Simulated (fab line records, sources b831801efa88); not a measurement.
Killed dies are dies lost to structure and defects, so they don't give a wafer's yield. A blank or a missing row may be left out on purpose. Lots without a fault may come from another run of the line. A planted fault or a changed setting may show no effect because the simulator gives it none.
Chamber matching | flow sky130 | SKY_VIA1_CMP_02 on cmp-02: 4 sister chambers
The step polishes SiO2. 8 wafers are shown with their chamber, then 12 later ones without.

WAFERS WITH THEIR CHAMBER
wafer  | chamber | motor_current_A (A) | retaining_ring_pressure_frac
L085.1 | 1       | 10.0                | 0.996
L087.1 | 3       | 11.4                | 1.003
L087.6 | 2       | 12.6                | 0.993
L088.1 | 3       | 11.2                | 1.010
L088.6 | 2       | 12.4                | 1.001
L089.3 | 1       | 10.1                | 1.002
L089.4 | 0       | 12.0                | 1.001
L089.6 | 0       | 11.9                | 1.003

WAFERS WITHOUT THEIR CHAMBER
wafer  | motor_current_A (A) | retaining_ring_pressure_frac
L090.2 | 10.3                | 1.001
L090.3 | 11.5                | 1.001
L090.6 | 11.4                | 0.999
L091.1 | 10.2                | 0.994
L091.2 | 13.4                | 0.990
L091.4 | 12.4                | 1.011
L094.1 | 10.0                | 1.006
L094.2 | 12.4                | 0.994
L094.3 | 10.7                | 0.998
L094.4 | 13.0                | 0.982
L094.5 | 9.6                 | 1.009
L094.6 | 12.7                | 0.991

WHICH CHAMBER EACH WENT THROUGH
wafer  | from the rows above     | in truth
L090.2 | 1                       | 1
L090.3 | can't be placed: 3 or 0 | 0
L090.6 | 3                       | 3
L091.1 | 1                       | 1
L091.2 | 2                       | 2
L091.4 | can't be placed: 2 or 0 | 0
L094.1 | 1                       | 1
L094.2 | 2                       | 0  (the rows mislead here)
L094.3 | can't be placed: 3 or 1 | 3
L094.4 | 2                       | 2
L094.5 | 1                       | 1
L094.6 | 2                       | 2
Placed correctly: 8 of 12. Can't be placed from these rows: 3 (the true chamber is among the candidates in 3). Placed wrongly: 1.
How it was worked out, from the rows above alone: a wafer's distance from a chamber is the root of the sum, over the readings, of the square of ((its reading less the chamber's mean) divided by the reading's scatter). The wafer belongs to the nearest chamber; if the next one is less than 2 further off, it can't be placed. A chamber's mean is the mean of its shown wafers. The scatter: the root of (the sum of the squares of (reading less its chamber's mean) over the shown wafers, divided by (wafers less chambers)).
